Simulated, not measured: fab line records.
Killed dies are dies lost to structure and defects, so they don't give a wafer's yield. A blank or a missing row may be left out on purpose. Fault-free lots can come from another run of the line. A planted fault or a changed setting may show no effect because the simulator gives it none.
fab line records	flow sky130	part 1 of 2: steps 1 to 28 of 41
[record] lots = 5	wafers = 15	last_day = 50
route steps=708 shown SD_N@358 SD_P@359 RES_XHIGH@360 SALICIDE@361 LI_CONTACT@362 LOCAL_INTERCONNECT@387
lots that met no fault: from a run of the same line without faults
start_h: hours from the record's opening day to when the first of the lot's shown wafers began	wait_h: time in hours since the lot's previous step	" identical to the entry in the row above	L1.1+2: a row that stands for several wafers	- no value present, or no start provided	* or withheld: withheld	< > ~ a bound
route shown NAME@n: a module of which the file shows steps, and the number in the route of the first	usual: average and standard deviation across the fault-free wafers	same: alike in all rows	chamber/n: place in a boat	sites: per-site readings	_std_site: the standard deviation of these	_edge_site: inner sites' mean taken away from outer sites' mean	radius_mm: for every site, how far away it sits from the centre of the wafer	mask NAME#n: copy n	behind: the most recent tool/chamber to have shaped the wafer	hold: why the lot went on hold/how many hours it stayed there/how the hold came to an end	device: the n, p or np transistor that did not switch	end of line: at the end of the route, the tests of the same wafers	for a step that has no rows: nothing shown but its recipe	killed: dies lost to structure and defects at the first sort, not the wafer's yield	map: a wafer's dies, x killed, . not, _ none there
set.NAME: the run value of the setting; set.NAME@STEP: its run value at that earlier step	model.NAME: the simulator's own value behind a step, which no gauge read
lots at some steps of the route; a table a step, a row a wafer
services: from which hour (start_h, from the record's first day; less than 0 if before it) a tool's chamber was out of use, for how many hours, and why
[[steps]]
[step SKY_SD_N_RS_MEAS_16]
[recipe] thk_meas_gauge = four-point-probe
[usual] SD_N_RS = 68.62/0.11
lot.wafer	tool	chamber	start_h	wait_h	SD_N_RS[ohm/sq]
L083.3	film_metro-03	-	730.70	0.1	68.48
L083.5	"	-	"	"	68.71
L083.6	"	-	"	"	68.64
L086.1	film_metro-04	-	759.15	0.1	68.85
L086.2	"	-	"	"	68.71
L086.3	"	-	"	"	68.76
L087.1	film_metro-03	-	763.09	0.1	68.48
L087.3	"	-	"	"	68.33
L087.5	"	-	"	"	68.52
L091.2	film_metro-01	-	781.17	0.1	68.63
L091.5	"	-	"	"	68.58
L091.6	"	-	"	"	68.62
L097.2	film_metro-03	-	824.40	0.1	68.55
L097.3	"	-	"	"	68.59
L097.5	"	-	"	"	68.61
[step SKY_SD_N_RS_MEAS_17]
[recipe] thk_meas_gauge = four-point-probe
[usual] SD_P_RS = 147.2/0.38
lot.wafer	tool	chamber	start_h	wait_h	SD_P_RS[ohm/sq]
L083.3	film_metro-03	-	730.82	0.1	146.5
L083.5	"	-	"	"	147.1
L083.6	"	-	"	"	146.7
L086.1	film_metro-04	-	759.27	0.1	147.6
L086.2	"	-	"	"	147.6
L086.3	"	-	"	"	147.6
L087.1	film_metro-03	-	763.21	0.1	146.6
L087.3	"	-	"	"	146.9
L087.5	"	-	"	"	147.1
L091.2	film_metro-01	-	781.29	0.1	146.8
L091.5	"	-	"	"	146.3
L091.6	"	-	"	"	146.7
L097.2	film_metro-03	-	824.52	0.1	147.2
L097.3	"	-	"	"	147.0
L097.5	"	-	"	"	147.3
[step SKY_SD_N_RS_MEAS_18]
[recipe] thk_meas_gauge = four-point-probe
[usual] RES_XHIGH_RS = 333.4/1.2
lot.wafer	tool	chamber	start_h	wait_h	RES_XHIGH_RS[ohm/sq]
L083.3	film_metro-03	-	730.94	0.1	333.1
L083.5	"	-	"	"	333.1
L083.6	"	-	"	"	332.4
L086.1	film_metro-04	-	759.39	0.1	333.8
L086.2	"	-	"	"	332.8
L086.3	"	-	"	"	334.2
L087.1	film_metro-03	-	763.33	0.1	331.5
L087.3	"	-	"	"	332.0
L087.5	"	-	"	"	332.0
L091.2	film_metro-01	-	781.41	0.1	334.8
L091.5	"	-	"	"	333.7
L091.6	"	-	"	"	332.6
L097.2	film_metro-03	-	824.64	0.1	334.4
L097.3	"	-	"	"	332.8
L097.5	"	-	"	"	335.1
[step SKY_SALICIDE_CLEAN_00]
[recipe] chemistry = HF-last	time_s = 30	dilution = 100:1	dry = ipa_marangoni
lot.wafer	tool	chamber	start_h	wait_h
L083.3+5+6	wet_bench-04	1	731.02	0.1
L086.1+2+3	wet_bench-04	0	759.51	0.1
L087.1+3+5	wet_bench-01	2	763.45	0.1
L091.2+5+6	wet_bench-04	0	781.51	0.1
L097.2+3+5	wet_bench-01	1	824.74	0.1
[step SKY_LI_CONTACT_HDPCVD_00]
[recipe] material = PSG	target_thk_nm = 930	sigma_open_frac = 0.3	time_s = 155	temp_c = 600	sih4_flow_sccm = 60	pressure_mtorr = 6
lot.wafer	tool	chamber	start_h	wait_h
L083.3+5+6	hdpcvd-02	2,0,1	731.04	0.0
L086.1+2+3	hdpcvd-02	2,1,0	759.53	0.0
L087.1+3+5	hdpcvd-01	0,2,0	763.46	0.0
L091.2+5+6	hdpcvd-02	0,0,1	781.53	0.0
L097.2+3+5	hdpcvd-01	2,0,0	824.76	0.0
[step SKY_LI_CONTACT_THK_MEAS_01]
[recipe] reads = PSG_of_LI_CONTACT_HDPCVD_00
[usual] LI_CONTACT_HDPCVD_THK = 936/9.7
lot.wafer	tool	chamber	start_h	wait_h	LI_CONTACT_HDPCVD_THK[nm]
L083.3	film_metro-03	-	731.16	0.1	931
L083.5	"	-	"	"	944
L083.6	"	-	"	"	925
L086.1	film_metro-03	-	759.63	0.1	948
L086.2	"	-	"	"	931
L086.3	"	-	"	"	944
L087.1	film_metro-04	-	763.57	0.1	941
L087.3	"	-	"	"	937
L087.5	"	-	"	"	932
L091.2	film_metro-01	-	781.64	0.1	935
L091.5	"	-	"	"	920
L091.6	"	-	"	"	924
L097.2	film_metro-04	-	824.88	0.1	925
L097.3	"	-	"	"	942
L097.5	"	-	"	"	938
[step SKY_LI_CONTACT_CMP_02]
[recipe] material = PSG	down_force_psi = 4	platen_rpm = 60	pad_velocity_m_s = 0.94248
[usual] motor_current_A = 12.2/1	time_to_endpoint_s = 33.1/2.9
lot.wafer	tool	chamber	start_h	wait_h	motor_current_A	time_to_endpoint_s
L083.3	cmp-02	2	731.20	0.0	12.8	30.1
L083.6	"	2	"	"	12.7	32.1
L083.5	"	3	"	"	11.2	30.3
L086.3	cmp-02	1	759.69	0.0	14.5	31.4
L086.1	"	2	"	"	13.0	30.6
L086.2	"	0	"	"	11.4	30.8
L087.1	cmp-02	2	763.63	0.1	13.0	33.0
L087.3	"	1	"	"	13.8	33.0
L087.5	"	2	"	"	13.6	33.9
L091.2	cmp-02	0	781.84	0.2	11.9	33.6
L091.6	"	1	"	"	13.5	31.7
L091.5	"	2	"	"	13.0	33.8
L097.3	cmp-01	3	824.93	0.0	13.3	35.1
L097.2	"	2	"	"	10.1	31.9
L097.5	"	0	"	"	10.8	32.6
[step SKY_LI_CONTACT_BOW_MEAS_03]
[recipe] mode = bow
[usual] LI_CONTACT_BOW = 55/6.9
lot.wafer	tool	chamber	start_h	wait_h	LI_CONTACT_BOW[um]
L083.3	film_metro-04	-	731.54	0.3	57
L083.5	"	-	"	"	54
L083.6	"	-	"	"	45
L086.1	film_metro-03	-	760.04	0.2	48
L086.2	"	-	"	"	57
L086.3	"	-	"	"	50
L087.1	film_metro-01	-	763.93	0.2	63
L087.3	"	-	"	"	48
L087.5	"	-	"	"	60
L091.2	film_metro-03	-	782.01	0.1	47
L091.5	"	-	"	"	39
L091.6	"	-	"	"	58
L097.2	film_metro-03	-	825.25	0.1	46
L097.3	"	-	"	"	54
L097.5	"	-	"	"	52
[step SKY_LI_CONTACT_DEHYDRATE_04]
[recipe] temp_c = 200	time_s = 60
lot.wafer	tool	chamber	start_h	wait_h
L083.3+5+6	litho_track-02	0	744.12	12.6
L086.1+2+3	litho_track-01	0	771.96	11.9
L087.1+3+5	litho_track-01	0	776.56	12.6
L091.2+5+6	litho_track-01	0	794.74	12.7
L097.2+3+5	litho_track-04	0	838.07	12.8
[step SKY_LI_CONTACT_HMDS_05]
[recipe] prime_time_s = 60	prime_temp_c = 120
lot.wafer	tool	chamber	start_h	wait_h
L083.3+5+6	litho_track-02	0	744.27	0.1
L086.1+2+3	litho_track-01	0	772.11	0.1
L087.1+3+5	litho_track-01	0	776.71	0.1
L091.2+5+6	litho_track-01	0	794.89	0.1
L097.2+3+5	litho_track-04	0	838.22	0.1
[step SKY_LI_CONTACT_COAT_06]
[recipe] resist = BARC	temp_c = withheld	time_s = withheld	spin_rpm = 3000	resist_thk_nm = 60
lot.wafer	tool	chamber	start_h	wait_h
L083.3+5+6	litho_track-02	0	744.42	0.1
L086.1+2+3	litho_track-01	0	772.26	0.1
L087.1+3+5	litho_track-01	0	776.86	0.1
L091.2+5+6	litho_track-01	0	795.04	0.1
L097.2+3+5	litho_track-04	0	838.37	0.1
[step SKY_LI_CONTACT_COAT_07]
[recipe] resist = KrF-thick	spin_rpm = 3000	resist_thk_nm = 450
lot.wafer	tool	chamber	start_h	wait_h
L083.3+5+6	litho_track-02	0	-	-
L086.1+2+3	litho_track-01	0	-	-
L087.1+3+5	litho_track-01	0	-	-
L091.2+5+6	litho_track-01	0	-	-
L097.2+3+5	litho_track-04	0	-	-
[step SKY_LI_CONTACT_SOFTBAKE_08]
[recipe] temp_c = 100	time_s = 90	resist = KrF-thick
lot.wafer	tool	chamber	start_h	wait_h
L083.3+5+6	litho_track-02	0	-	-
L086.1+2+3	litho_track-01	0	-	-
L087.1+3+5	litho_track-01	0	-	-
L091.2+5+6	litho_track-01	0	-	-
L097.2+3+5	litho_track-04	0	-	-
[step SKY_LI_CONTACT_EXPOSE_09]
[recipe] mask_id = LICM1	na = 0.8	source_shape = annular	sigma_inner = 0.55	sigma_outer = 0.85	target_cd_nm = 170	dose_mj = 37.39
[usual] exposure_dose_mJ_cm2 = 38.00/0.041
lot.wafer	tool	chamber	start_h	wait_h	mask	exposure_dose_mJ_cm2
L083.3	krf_scanner-02	0	-	-	LICM1#0	38.03
L083.5	"	0	"	"	LICM1#0	37.98
L083.6	"	0	"	"	LICM1#0	38.05
L086.1	krf_scanner-01	0	-	-	LICM1#0	37.94
L086.2	"	0	"	"	LICM1#0	38.05
L086.3	"	0	"	"	LICM1#0	38.02
L087.1	krf_scanner-02	0	-	-	LICM1#0	38.03
L087.3	"	0	"	"	LICM1#0	37.95
L087.5	"	0	"	"	LICM1#0	37.98
L091.2	krf_scanner-01	0	-	-	LICM1#0	37.98
L091.5	"	0	"	"	LICM1#0	37.98
L091.6	"	0	"	"	LICM1#0	38.00
L097.2	krf_scanner-02	0	-	-	LICM1#0	38.00
L097.3	"	0	"	"	LICM1#0	38.06
L097.5	"	0	"	"	LICM1#0	37.99
[step SKY_LI_CONTACT_PEB_10]
[recipe] peb_temp_c = withheld	peb_time_s = withheld	resist = KrF-thick
lot.wafer	tool	chamber	start_h	wait_h
L083.3+5+6	litho_track-02	0	-	-
L086.1+2+3	litho_track-04	0	-	-
L087.1+3+5	litho_track-04	0	-	-
L091.2+5+6	litho_track-02	0	-	-
L097.2+3+5	litho_track-04	0	-	-
[step SKY_LI_CONTACT_DEVELOP_11]
[recipe] develop_time_s = 60	resist = KrF-thick	dev_temp_c = 21
lot.wafer	tool	chamber	start_h	wait_h
L083.3+5+6	litho_track-02	0	-	-
L086.1+2+3	litho_track-04	0	-	-
L087.1+3+5	litho_track-04	0	-	-
L091.2+5+6	litho_track-02	0	-	-
L097.2+3+5	litho_track-04	0	-	-
[step SKY_LI_CONTACT_CD_MEAS_12]
[recipe] target_cd_nm = 170
[usual] cd_nm = 170.3/1.3
lot.wafer	tool	chamber	start_h	wait_h	cd_nm
L083.3	cd_sem-01	-	758.96	-	167.2
L083.5	"	-	"	"	168.0
L083.6	"	-	"	"	169.1
L086.1	cd_sem-02	-	786.29	-	171.0
L086.2	"	-	"	"	170.4
L086.3	"	-	"	"	171.2
L087.1	cd_sem-02	-	790.54	-	170.7
L087.3	"	-	"	"	170.0
L087.5	"	-	"	"	169.8
L091.2	cd_sem-01	-	808.24	-	169.2
L091.5	"	-	"	"	173.1
L091.6	"	-	"	"	171.7
L097.2	cd_sem-01	-	851.92	-	171.1
L097.3	"	-	"	"	172.4
L097.5	"	-	"	"	170.5
[step SKY_LI_CONTACT_OVL_MEAS_13]
[usual] LI_CONTACT_OVL = 0/6.1
lot.wafer	tool	chamber	start_h	wait_h	LI_CONTACT_OVL[nm]
L083.3	overlay-01	-	759.05	0.1	6
L083.5	"	-	"	"	6
L083.6	"	-	"	"	11
L086.1	overlay-01	-	786.41	0.1	-9
L086.2	"	-	"	"	-2
L086.3	"	-	"	"	-8
L087.1	overlay-02	-	790.66	0.1	-1
L087.3	"	-	"	"	-5
L087.5	"	-	"	"	-2
L091.2	overlay-02	-	808.35	0.1	-10
L091.5	"	-	"	"	1
L091.6	"	-	"	"	-5
L097.2	overlay-02	-	852.02	0.1	-2
L097.3	"	-	"	"	-1
L097.5	"	-	"	"	-3
[step SKY_LI_CONTACT_ETCH_14]
[recipe] chemistry = N2/H2	target = BARC	ion_energy_ev = 200	source_w = 500	bias_w = 100	pressure_mtorr = 30	n2_flow_sccm = 100	h2_flow_sccm = 200	stop_on = SiO2	time_s = 45.9	target_depth_a = 600
[usual] drypump_motor_current_A = 5.6/0.52	oes_product_au = 0.855/0.0047	throttle_valve_pct = 13.225/0.0097
lot.wafer	tool	chamber	start_h	wait_h	drypump_motor_current_A	oes_product_au	rf_hours_counter_h	throttle_valve_pct
L083.3	rie_diel-02	3	759.08	0.0	5.4	0.858	24	13.223
L083.5	"	2	"	"	5.7	0.856	-	13.221
L083.6	"	3	"	"	5.4	0.847	-	13.228
L086.1	rie_diel-02	1	786.45	0.0	6.3	0.860	0	13.226
L086.2	"	3	"	"	5.4	0.850	25	13.226
L086.3	"	2	"	"	5.8	0.854	13	13.223
L087.1	rie_diel-03	3	790.70	0.0	4.8	0.856	20	13.213
L087.3	"	1	"	"	6.7	0.863	7	13.220
L087.5	"	0	"	"	5.6	0.857	-	13.225
L091.2	rie_diel-04	1	808.38	0.0	4.9	0.852	17	13.230
L091.5	"	2	"	"	5.7	0.851	-	13.226
L091.6	"	3	"	"	4.9	0.858	-	13.232
L097.2	rie_diel-02	1	852.05	0.0	6.4	0.854	2	13.229
L097.3	"	0	"	"	5.7	0.856	18	13.208
L097.5	"	1	"	"	6.4	0.858	-	13.229
[step SKY_LI_CONTACT_ETCH_15]
[recipe] target = PSG	chemistry = C4F8/O2/Ar	stop_on = Si	taper_deg = 4.15	mask_material = KrF-thick	source_w = 1500	bias_w = 1200	pressure_mtorr = 40	c4f8_flow_sccm = withheld	O2_flow_sccm = 6	Ar_flow_sccm = 300	time_s = withheld	target_depth_a = 6000
[usual] oes_product_au = 0.837/0.0047
lot.wafer	tool	chamber	start_h	wait_h	oes_product_au
L083.3	rie_diel-02	3	759.12	0.0	0.840
L083.5	"	2	"	"	0.839
L083.6	"	3	"	"	0.838
L086.1	rie_diel-02	1	786.49	0.0	0.838
L086.2	"	3	"	"	0.849
L086.3	"	2	"	"	0.842
L087.1	rie_diel-03	3	790.74	0.0	0.835
L087.3	"	1	"	"	0.837
L087.5	"	0	"	"	0.835
L091.2	rie_diel-04	1	808.42	0.0	0.843
L091.5	"	2	"	"	0.833
L091.6	"	3	"	"	0.833
L097.2	rie_diel-02	1	852.09	0.0	0.832
L097.3	"	0	"	"	0.829
L097.5	"	1	"	"	0.839
[step SKY_LI_CONTACT_STRIP_16]
[recipe] chemistry = O2/N2	power_w = 1400	pressure_mtorr = 1500	platen_temp_c = withheld	o2_flow_sccm = 3000	n2_flow_sccm = 300	overash_fraction = 0.5
[usual] drypump_motor_current_A = 5.66/0.28	oes_product_au = 0.376/0.0054	strip_time_to_endpoint_s = 3.49/0.033
lot.wafer	tool	chamber	start_h	wait_h	drypump_motor_current_A	oes_product_au	rf_hours_counter_h	strip_time_to_endpoint_s
L083.3	plasma_asher-04	1	759.24	-	5.80	0.372	-	3.41
L083.5	"	1	"	"	5.77	0.375	-	3.52
L083.6	"	0	"	"	5.81	0.368	-	3.44
L086.1	plasma_asher-03	1	786.58	-	5.11	0.374	66	3.47
L086.2	"	0	"	"	5.43	0.381	66	3.45
L086.3	"	0	"	"	5.43	0.378	-	3.50
L087.1	plasma_asher-01	1	790.83	-	5.59	0.367	94	3.43
L087.3	"	1	"	"	5.59	0.368	-	3.42
L087.5	"	1	"	"	5.61	0.380	-	3.54
L091.2	plasma_asher-03	0	808.51	-	5.46	0.374	68	3.47
L091.5	"	0	"	"	5.44	0.374	-	3.50
L091.6	"	1	"	"	5.12	0.375	-	3.50
L097.2	plasma_asher-04	0	852.18	-	5.81	0.376	43	3.47
L097.3	"	0	"	"	5.80	0.383	-	3.50
L097.5	"	1	"	"	5.77	0.366	-	3.47
[step SKY_LI_CONTACT_CLEAN_17]
[recipe] chemistry = NMP	time_s = 600	temp_c = 60	dry = n2_spin
[usual] temp_c = 60.03/0.1
lot.wafer	tool	chamber	start_h	wait_h	temp_c
L083.3	wet_bench-02	3	759.31	0.0	59.96
L083.5	"	3	"	"	60.03
L083.6	"	3	"	"	59.91
L086.1	wet_bench-02	3	786.68	0.1	60.03
L086.2	"	3	"	"	60.07
L086.3	"	3	"	"	60.09
L087.1	wet_bench-03	3	790.93	0.1	60.12
L087.3	"	3	"	"	60.08
L087.5	"	3	"	"	60.04
L091.2	wet_bench-02	0	808.61	0.1	59.94
L091.5	"	0	"	"	60.08
L091.6	"	0	"	"	60.00
L097.2	wet_bench-01	0	852.28	0.1	59.82
L097.3	"	0	"	"	60.09
L097.5	"	0	"	"	59.99
[step SKY_LI_CONTACT_PRE_CLEAN_18]
[recipe] gas = Ar	time_s = 5.6	bias_v = 358
lot.wafer	tool	chamber	start_h	wait_h
L083.3+5+6	pvd_sputter-03	-	759.66	0.0
L086.1+2+3	pvd_sputter-03	-	786.87	0.0
L087.1+3+5	pvd_sputter-01	-	791.10	0.0
L091.2+5+6	pvd_sputter-03	-	808.80	0.0
L097.2+3+5	pvd_sputter-02	-	852.45	0.0
[step SKY_LI_CONTACT_SPUTTER_19]
[recipe] material = Ti	target_thk_nm = 20	chamber_pressure_pa = 5	power_w = 2500	substrate_temp_c = 200	time_s = 106.37
[usual] cathode_dc_power_W = 2500.0/0.48	throttle_valve_pct = 30.1/0.9
lot.wafer	tool	chamber	start_h	wait_h	cathode_dc_power_W	throttle_valve_pct
L083.3	pvd_sputter-03	-	759.68	0.0	2500.3	31.1
L083.5	"	-	"	"	2499.8	29.8
L083.6	"	-	"	"	2500.1	31.0
L086.1	pvd_sputter-03	-	786.89	0.0	2500.2	31.1
L086.2	"	-	"	"	2500.3	29.7
L086.3	"	-	"	"	2501.0	29.4
L087.1	pvd_sputter-01	-	791.12	0.0	2499.2	30.3
L087.3	"	-	"	"	2500.5	29.3
L087.5	"	-	"	"	2500.8	30.9
L091.2	pvd_sputter-03	-	808.82	0.0	2500.3	29.4
L091.5	"	-	"	"	2500.2	29.7
L091.6	"	-	"	"	2499.4	30.0
L097.2	pvd_sputter-02	-	852.47	0.0	2499.8	28.5
L097.3	"	-	"	"	2500.0	29.4
L097.5	"	-	"	"	2499.3	28.1
[step SKY_LI_CONTACT_SPUTTER_20]
[recipe] material = TiN	target_thk_nm = 20	chamber_pressure_pa = 5	power_w = 4000	time_s = 80
[usual] cathode_dc_power_W = 4000.0/0.7	throttle_valve_pct = 30.1/0.93
lot.wafer	tool	chamber	start_h	wait_h	cathode_dc_power_W	throttle_valve_pct
L083.3	pvd_sputter-03	-	759.75	0.0	3999.8	31.0
L083.5	"	-	"	"	4000.1	30.0
L083.6	"	-	"	"	4001.3	31.1
L086.1	pvd_sputter-03	-	786.96	0.0	3999.8	30.9
L086.2	"	-	"	"	3999.0	29.8
L086.3	"	-	"	"	3999.9	29.5
L087.1	pvd_sputter-01	-	791.20	0.0	3999.3	30.8
L087.3	"	-	"	"	3998.9	29.3
L087.5	"	-	"	"	3999.7	30.9
L091.2	pvd_sputter-03	-	808.89	0.0	4000.2	29.1
L091.5	"	-	"	"	3999.7	29.6
L091.6	"	-	"	"	3999.7	29.9
L097.2	pvd_sputter-02	-	852.55	0.0	3999.5	28.4
L097.3	"	-	"	"	4000.4	29.4
L097.5	"	-	"	"	3999.9	28.4
[step SKY_LI_CONTACT_CVD_21]
[recipe] material = W	target_thk_nm = 400	time_s = 120.56	temp_c = 400	pressure_torr = 40
[usual] heater_power_w = 836/17
lot.wafer	tool	chamber	start_h	wait_h	heater_power_w
L083.3	cvd_w-01	1	759.85	0.1	823
L083.5	"	0	"	"	829
L083.6	"	1	"	"	821
L086.1	cvd_w-01	1	787.03	0.0	813
L086.2	"	0	"	"	839
L086.3	"	1	"	"	810
L087.1	cvd_w-02	0	791.26	0.0	867
L087.3	"	1	"	"	831
L087.5	"	0	"	"	866
L091.2	cvd_w-01	0	808.95	0.0	844
L091.5	"	0	"	"	863
L091.6	"	1	"	"	815
L097.2	cvd_w-02	0	852.61	0.0	871
L097.3	"	1	"	"	821
L097.5	"	1	"	"	822
[step SKY_LI_CONTACT_RS_MEAS_22]
[recipe] thk_meas_gauge = four-point-probe	reads = W_of_LI_CONTACT_CVD_21+TiN_of_LI_CONTACT_SPUTTER_20+Ti_of_LI_CONTACT_SPUTTER_19
[usual] LI_CONTACT_W_RS = 0.2846/0.003
lot.wafer	tool	chamber	start_h	wait_h	LI_CONTACT_W_RS[ohm/sq]
L083.3	film_metro-04	-	759.98	0.1	0.2813
L083.5	"	-	"	"	0.2841
L083.6	"	-	"	"	0.2795
L086.1	film_metro-01	-	787.15	0.1	0.2845
L086.2	"	-	"	"	0.2863
L086.3	"	-	"	"	0.2834
L087.1	film_metro-01	-	791.39	0.1	0.2826
L087.3	"	-	"	"	0.2859
L087.5	"	-	"	"	0.2841
L091.2	film_metro-04	-	809.10	0.1	0.2860
L091.5	"	-	"	"	0.2843
L091.6	"	-	"	"	0.2872
L097.2	film_metro-04	-	852.76	0.1	0.2861
L097.3	"	-	"	"	0.2877
L097.5	"	-	"	"	0.2899
[step SKY_LI_CONTACT_THK_MEAS_23]
[recipe] thk_meas_gauge = xrf	reads = W_of_LI_CONTACT_CVD_21
[usual] LI_CONTACT_W_THK = 376/5.4
lot.wafer	tool	chamber	start_h	wait_h	LI_CONTACT_W_THK[nm]
L083.3	film_metro-04	-	760.08	0.1	378
L083.5	"	-	"	"	373
L083.6	"	-	"	"	379
L086.1	film_metro-01	-	787.27	0.1	371
L086.2	"	-	"	"	368
L086.3	"	-	"	"	377
L087.1	film_metro-01	-	791.51	0.1	374
L087.3	"	-	"	"	370
L087.5	"	-	"	"	372
L091.2	film_metro-04	-	809.21	0.1	374
L091.5	"	-	"	"	376
L091.6	"	-	"	"	373
L097.2	film_metro-04	-	852.87	0.1	380
L097.3	"	-	"	"	378
L097.5	"	-	"	"	373
